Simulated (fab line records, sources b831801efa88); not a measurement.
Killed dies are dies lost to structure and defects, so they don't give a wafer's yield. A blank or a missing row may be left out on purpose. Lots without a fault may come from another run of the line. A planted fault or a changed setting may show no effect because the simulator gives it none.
Which tool did it? | flow gf180mcu | 7 lots, 20 wafers sampled, at 2 steps of a route of 602

WHAT THE GAUGES READ, wafer by wafer
GF_HV_LDD_TW_MEAS_23.
lot  | measured     | on            | HV_LDD_2_TW
L860 | day 11 03:57 | film_metro-04 | 1056 1061 1061
L862 | day 11 16:01 | film_metro-02 | 1064 1068 1068
L865 | day 12 12:58 | film_metro-04 | 1060 1058 1052
L869 | day 13 19:21 | film_metro-04 | 68 1068
L875 | day 15 16:03 | film_metro-01 | 1072 1063 1063
L878 | day 17 05:04 | film_metro-01 | 1062 1060 1061
L881 | day 17 20:13 | film_metro-04 | 1069 1068 1064

WHICH TOOL RAN EACH LOT (tool, then ch and the chambers of the sampled wafers, then the start)
lot  | GF_HV_LDD_DEVELOP_18
L860 | litho_track-03 ch 0, day 11 03:25
L862 | litho_track-02 ch 0, day 11 15:28
L865 | litho_track-02 ch 0, day 12 12:25
L869 | litho_track-02 ch 0, day 13 18:48
L875 | litho_track-01 ch 0, day 15 15:31
L878 | litho_track-01 ch 0, day 17 04:32
L881 | litho_track-02 ch 0, day 17 19:40
- GF_HV_LDD_DEVELOP_18: develop time 60 s.

THE ANSWER, worked out from the rows above alone
Rule: what is usual is taken from the lots themselves. Put in order of their means at a reading, lots are off if they are a third of the lots or fewer, leave a main group of 4 or more, and stand apart from it by a gap of 3 or more times the standard deviation of the main group's means; of several such gaps the widest counts. A main group whose means are all the same, to the digits that the tables above print for the reading, isn't used. A lot without any number at a reading at which 4 lots or more have one is off too. The other lots that the step has rows for count as sound.
Off: L869, at GF_HV_LDD_TW_MEAS_23 (HV_LDD_2_TW). The main group: mean 1063, standard deviation 4.
A tool fits if, at a process step before that reading, it ran every lot that is off, and no sound lot after the first of them. The gauges at GF_HV_LDD_TW_MEAS_23 are tried like those tools. None of those tried fits.

WHAT THE SIMULATOR HAD PUT IN
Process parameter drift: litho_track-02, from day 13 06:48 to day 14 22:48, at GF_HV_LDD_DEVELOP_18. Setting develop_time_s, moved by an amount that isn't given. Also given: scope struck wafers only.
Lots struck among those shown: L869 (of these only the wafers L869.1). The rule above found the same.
